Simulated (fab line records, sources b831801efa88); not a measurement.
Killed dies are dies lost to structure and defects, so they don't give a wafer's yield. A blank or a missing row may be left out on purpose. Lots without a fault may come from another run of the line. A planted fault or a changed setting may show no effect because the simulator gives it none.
Problem report in the 8D (eight disciplines) form, filled by code | flow sky130 | the parts of the form that need people (team, actions taken, sign-off) are left out

1. THE PROBLEM
METAL5_ALCU_RS at SKY_METAL5_RS_MEAS_05 reads a mean of 0.02529 ohm/sq on 3 wafers of 2 lots; wafers without a fault read 0.02706 ohm/sq with a standard deviation of 0.00023. That is -7.7 standard deviations from the usual mean.
The step: measures by four-point-probe.
First seen on wafer L129.3, day 45 02:28, on film_metro-03. The record holds 30 wafers of 10 lots with a number at this step. Rule for "out", or "out of limits": more than 4 standard deviations from the usual mean. The other wafers with a number count as sound.

2. WHAT IT IS AND WHAT IT IS NOT
question                    | is                           | is not
which readings at this step | METAL5_ALCU_RS               | -
which lots                  | L129, L131                   | L121, L125, L128, L136, L137, L140, L141, L144
which wafers of those lots  | L129.3, L129.6, L131.3       | L129.4, L131.1, L131.2
read on which gauges        | film_metro-01, film_metro-03 | film_metro-02
when                        | from day 45 02:28            | up to then (10 sound wafers); but 17 sound wafers of L131, L136, L137, L140, L141, L144 came after

3. SUSPECTS, AND WHAT RULES EACH OUT
Counting: a tool at a process step up to the reading stays a suspect if it ran every lot that is out. Sound lots after the first of them don't rule it out here, since some wafers of a struck lot are sound.
- the gauge at SKY_METAL5_RS_MEAS_05: ruled out. The wafers that are out were read on 2 gauges (film_metro-01, film_metro-03).
- cvd_w-02 at SKY_VIA3_CVD_21 (deposits W, target thk 390 nm, time 117.31 s): kept. It ran every lot that is out, first L129 (day 42 01:37); its last sound lot up to then is L128 (day 41 16:25).
- pvd_sputter-01 at SKY_METAL5_SPUTTER_02 (material AlCu, target thk 1150 nm, time 61.2 s): kept. It ran every lot that is out, first L129 (day 45 02:18); its last sound lot up to then is L128 (day 44 17:23).
Left after counting: cvd_w-02 at SKY_VIA3_CVD_21, pvd_sputter-01 at SKY_METAL5_SPUTTER_02.

4. THE CAUSE (what the simulator had put in)
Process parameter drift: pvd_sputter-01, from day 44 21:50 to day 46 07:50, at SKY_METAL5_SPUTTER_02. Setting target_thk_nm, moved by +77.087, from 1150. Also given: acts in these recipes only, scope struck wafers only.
Counting left 2 suspects, and this tool is among them.

5. THE CHAIN OF EFFECTS, in route order
Each row: a reading whose mean over the struck wafers that have a number lies more than 3 standard deviations from the usual. Only readings for which the record gives a usual standard deviation are gone through. hours: the time from each lot's start at the first step in this table that gives one to its start at this step, as a median over the lots. sigmas: the change in usual standard deviations.
hours | step                     | reading         | usual          | on struck wafers | change   | sigmas
0     | SKY_METAL5_RS_MEAS_05    | METAL5_ALCU_RS  | 0.02706 ohm/sq | 0.02529          | -0.00177 | -7.7
0     | SKY_METAL5_THK_MEAS_06   | METAL5_ALCU_THK | 1172 nm        | 1249             | +77      | +6.4
22    | SKY_METAL5_METAL_ETCH_15 | oes_product_au  | 0.894 a.u.     | 0.910            | +0.016   | +3.3
The process steps in it:
- SKY_METAL5_METAL_ETCH_15: etches the open film in Cl2/BCl3, stops on SiO2, target depth 1260 nm, time 252 s.

6. WHAT WOULD HAVE CAUGHT IT SOONER
In this record the first reading out of limits at a measuring or inspecting step was taken at day 45 02:28, 5 hours after the fault began at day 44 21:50.
Of the tool readings at SKY_METAL5_SPUTTER_02 for which the record gives a usual standard deviation, none was out on any struck wafer, so an alarm limit of 4 standard deviations on them would not have fired.
Of the lots that are out (2), L131 began SKY_METAL5_SPUTTER_02 on pvd_sputter-01 after day 45 02:28. A hold on the tool at that time would have spared it.
